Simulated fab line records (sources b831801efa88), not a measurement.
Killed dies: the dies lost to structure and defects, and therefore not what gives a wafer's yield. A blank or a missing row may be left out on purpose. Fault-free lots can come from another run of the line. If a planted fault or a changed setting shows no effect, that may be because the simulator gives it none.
Which tool is to blame? / flow gf180mcu / 11 lots with 33 wafers sampled at 5 steps, on a route of 602 steps

## WHAT EACH GAUGE READ, for each wafer
GF_M2_RS_MEAS_05: measurement is done with a four-point probe.
lot=L866; measured=day 18 13:30; on=film-metro-03; M2_ALCU_RS (ohm/sq)=0.0690 0.0689 0.0695
lot=L868; measured=day 19 09:50; on=film-metro-01; M2_ALCU_RS (ohm/sq)=0.0689 0.0687 0.0698
lot=L870; measured=day 20 04:00; on=film-metro-01; M2_ALCU_RS (ohm/sq)=0.0687 0.0690 0.0690
lot=L873; measured=day 21 14:59; on=film-metro-04; M2_ALCU_RS (ohm/sq)=0.0691 0.0688 0.0691
lot=L876; measured=day 23 02:48; on=film-metro-01; M2_ALCU_RS (ohm/sq)=0.0687 0.0687 0.0690
lot=L878; measured=day 23 09:42; on=film-metro-01; M2_ALCU_RS (ohm/sq)=0.0700 0.0701 0.0804 0.0699 0.0702 0.0801
lot=L881; measured=day 24 04:06; on=film-metro-01; M2_ALCU_RS (ohm/sq)=0.0695 0.0694 0.0693
lot=L882; measured=day 24 08:58; on=film-metro-01; M2_ALCU_RS (ohm/sq)=0.0704 0.0702 0.0698
lot=L883; measured=day 25 02:32; on=film-metro-03; M2_ALCU_RS (ohm/sq)=0.0682 0.0687 0.0686
lot=L887; measured=day 26 02:32; on=film-metro-01; M2_ALCU_RS (ohm/sq)=0.0685 0.0693 0.0690
lot=L888; measured=day 26 03:51; on=film-metro-03; M2_ALCU_RS (ohm/sq)=0.0686 0.0691 0.0677

GF_M2_THK_MEAS_06: measures by xrf.
lot=L866; measured=day 18 13:37; on=film-metro-03; M2_ALCU_THK (nm)=447 448 444
lot=L868; measured=day 19 09:57; on=film-metro-01; M2_ALCU_THK (nm)=453 454 449
lot=L870; measured=day 20 04:07; on=film-metro-01; M2_ALCU_THK (nm)=456 457 453
lot=L873; measured=day 21 15:06; on=film-metro-04; M2_ALCU_THK (nm)=451 454 451
lot=L876; measured=day 23 02:55; on=film-metro-01; M2_ALCU_THK (nm)=453 459 456
lot=L878; measured=day 23 11:01; on=film-metro-01; M2_ALCU_THK (nm)=446 448 391 447 449 391
lot=L881; measured=day 24 04:13; on=film-metro-01; M2_ALCU_THK (nm)=452 451 446
lot=L882; measured=day 24 09:05; on=film-metro-01; M2_ALCU_THK (nm)=441 445 447
lot=L883; measured=day 25 02:39; on=film-metro-03; M2_ALCU_THK (nm)=455 452 455
lot=L887; measured=day 26 02:38; on=film-metro-01; M2_ALCU_THK (nm)=456 449 452
lot=L888; measured=day 26 03:58; on=film-metro-03; M2_ALCU_THK (nm)=453 448 459

## WHICH TOOL RAN EACH LOT (tool, then ch and the chambers of the sampled wafers, then the start)
lot=L866; GF_V1_CMP_04=cmp-02 ch 2,3, day 17 11:55; GF_V1_SPUTTER_21=pvd-sputter-03, day 18 12:34; GF_M2_SPUTTER_02=pvd-sputter-04, day 18 13:23
lot=L868; GF_V1_CMP_04=cmp-02 ch 0,1, day 18 07:25; GF_V1_SPUTTER_21=pvd-sputter-04, day 19 08:55; GF_M2_SPUTTER_02=pvd-sputter-03, day 19 09:44
lot=L870; GF_V1_CMP_04=cmp-02 ch 0,1,3, day 19 01:56; GF_V1_SPUTTER_21=pvd-sputter-04, day 20 03:05; GF_M2_SPUTTER_02=pvd-sputter-03, day 20 03:55
lot=L873; GF_V1_CMP_04=cmp-01 ch 0,1, day 20 12:35; GF_V1_SPUTTER_21=pvd-sputter-03, day 21 14:04; GF_M2_SPUTTER_02=pvd-sputter-04, day 21 14:53
lot=L876; GF_V1_CMP_04=cmp-01 ch 0,1, day 21 15:11; GF_V1_SPUTTER_21=pvd-sputter-03, day 22 15:54; GF_M2_SPUTTER_02=pvd-sputter-01, day 23 02:41
lot=L878; GF_V1_CMP_04=cmp-01 ch 1,2,3, day 22 09:41; GF_V1_SPUTTER_21=pvd-sputter-02, day 23 08:47; GF_M2_SPUTTER_02=pvd-sputter-03, day 23 09:37
lot=L881; GF_V1_CMP_04=cmp-02 ch 0,3, day 23 03:59; GF_V1_SPUTTER_21=pvd-sputter-03, day 24 03:10; GF_M2_SPUTTER_02=pvd-sputter-01, day 24 03:59
lot=L882; GF_V1_CMP_04=cmp-02 ch 0,1,3, day 23 08:09; GF_V1_SPUTTER_21=pvd-sputter-03, day 24 08:03; GF_M2_SPUTTER_02=pvd-sputter-01, day 24 08:52
lot=L883; GF_V1_CMP_04=cmp-02 ch 0,1, day 24 02:47; GF_V1_SPUTTER_21=pvd-sputter-02, day 25 01:36; GF_M2_SPUTTER_02=pvd-sputter-04, day 25 02:26
lot=L887; GF_V1_CMP_04=cmp-02 ch 0,2,3, day 25 02:58; GF_V1_SPUTTER_21=pvd-sputter-04, day 26 01:36; GF_M2_SPUTTER_02=pvd-sputter-04, day 26 02:25
lot=L888; GF_V1_CMP_04=cmp-02 ch 0,1,3, day 25 04:40; GF_V1_SPUTTER_21=pvd-sputter-04, day 26 02:49; GF_M2_SPUTTER_02=pvd-sputter-04, day 26 03:44
- GF_V1_CMP_04: polishes SiO2.
- GF_V1_SPUTTER_21: material Ti, target thk 15 nm, time 80.02 s.
- GF_M2_SPUTTER_02: material AlCu, target thk 450 nm, time 23.9 s.

## WHAT THE TOOLS THEMSELVES READ (means of the sampled wafers that have a number; where no wafer has one, the mark that the record gives instead)
GF_V1_CMP_04.
lot=L866; tool=cmp-02; edge-zone-pressure-frac=1.000; motor-current-A (A)=11.0; time-to-endpoint-s (s)=79
lot=L868; tool=cmp-02; edge-zone-pressure-frac=0.999; motor-current-A (A)=11.5; time-to-endpoint-s (s)=79
lot=L870; tool=cmp-02; edge-zone-pressure-frac=1.000; motor-current-A (A)=11.7; time-to-endpoint-s (s)=77
lot=L873; tool=cmp-01; edge-zone-pressure-frac=1.001; motor-current-A (A)=11.7; time-to-endpoint-s (s)=75
lot=L876; tool=cmp-01; edge-zone-pressure-frac=0.993; motor-current-A (A)=11.6; time-to-endpoint-s (s)=71
lot=L878; tool=cmp-01; edge-zone-pressure-frac=1.004; motor-current-A (A)=12.3; time-to-endpoint-s (s)=73
lot=L881; tool=cmp-02; edge-zone-pressure-frac=0.996; motor-current-A (A)=11.9; time-to-endpoint-s (s)=82
lot=L882; tool=cmp-02; edge-zone-pressure-frac=1.002; motor-current-A (A)=11.7; time-to-endpoint-s (s)=78
lot=L883; tool=cmp-02; edge-zone-pressure-frac=1.002; motor-current-A (A)=12.3; time-to-endpoint-s (s)=80
lot=L887; tool=cmp-02; edge-zone-pressure-frac=1.006; motor-current-A (A)=11.2; time-to-endpoint-s (s)=75
lot=L888; tool=cmp-02; edge-zone-pressure-frac=0.998; motor-current-A (A)=12.1; time-to-endpoint-s (s)=79

GF_V1_SPUTTER_21.
lot=L866; tool=pvd-sputter-03; throttle-valve-pct (%)=29.9
lot=L868; tool=pvd-sputter-04; throttle-valve-pct (%)=30.3
lot=L870; tool=pvd-sputter-04; throttle-valve-pct (%)=30.1
lot=L873; tool=pvd-sputter-03; throttle-valve-pct (%)=29.2
lot=L876; tool=pvd-sputter-03; throttle-valve-pct (%)=29.4
lot=L878; tool=pvd-sputter-02; throttle-valve-pct (%)=29.6
lot=L881; tool=pvd-sputter-03; throttle-valve-pct (%)=29.3
lot=L882; tool=pvd-sputter-03; throttle-valve-pct (%)=29.6
lot=L883; tool=pvd-sputter-02; throttle-valve-pct (%)=28.9
lot=L887; tool=pvd-sputter-04; throttle-valve-pct (%)=30.0
lot=L888; tool=pvd-sputter-04; throttle-valve-pct (%)=29.8

GF_M2_SPUTTER_02.
lot=L866; tool=pvd-sputter-04; throttle-valve-pct (%)=30.2
lot=L868; tool=pvd-sputter-03; throttle-valve-pct (%)=29.8
lot=L870; tool=pvd-sputter-03; throttle-valve-pct (%)=29.6
lot=L873; tool=pvd-sputter-04; throttle-valve-pct (%)=29.7
lot=L876; tool=pvd-sputter-01; throttle-valve-pct (%)=30.3
lot=L878; tool=pvd-sputter-03; throttle-valve-pct (%)=29.8
lot=L881; tool=pvd-sputter-01; throttle-valve-pct (%)=29.6
lot=L882; tool=pvd-sputter-01; throttle-valve-pct (%)=30.3
lot=L883; tool=pvd-sputter-04; throttle-valve-pct (%)=29.9
lot=L887; tool=pvd-sputter-04; throttle-valve-pct (%)=30.2
lot=L888; tool=pvd-sputter-04; throttle-valve-pct (%)=29.9

## THE ANSWER, worked out from the rows above alone
Rule: the usual values come from the lots themselves. Put in order of their means at a reading, lots are off if they are a third of the lots or fewer, leave a main group of 4 or more, and stand apart from it by a gap of 3 or more times the standard deviation of the main group's means; of several such gaps the widest counts. Not used: any main group whose means are identical at the precision the tables above print for the reading. A lot without any number at a reading at which 4 lots or more have one is off too. Any other lot the step has rows for is counted as sound. After the gauges, taken in route order, come the tools' own readings; for these a lot's mean is taken, as printed above. At the first step where some lot is off, the reading lying furthest off is the one used; lots without a number count as furthest.
Off: at GF_M2_RS_MEAS_05 (M2_ALCU_RS), L878. For the main group the mean is 0.0690 ohm/sq and the standard deviation 0.00045.
A tool fits if, at a process step before that reading, it ran every lot that is off, and no sound lot after the first of them. Gauges at GF_M2_RS_MEAS_05: tried the same way as those tools. This does not decide it: 2 tools fit, namely cmp-01 at GF_V1_CMP_04 and pvd-sputter-03 at GF_M2_SPUTTER_02.

## WHAT THE SIMULATOR PUT IN
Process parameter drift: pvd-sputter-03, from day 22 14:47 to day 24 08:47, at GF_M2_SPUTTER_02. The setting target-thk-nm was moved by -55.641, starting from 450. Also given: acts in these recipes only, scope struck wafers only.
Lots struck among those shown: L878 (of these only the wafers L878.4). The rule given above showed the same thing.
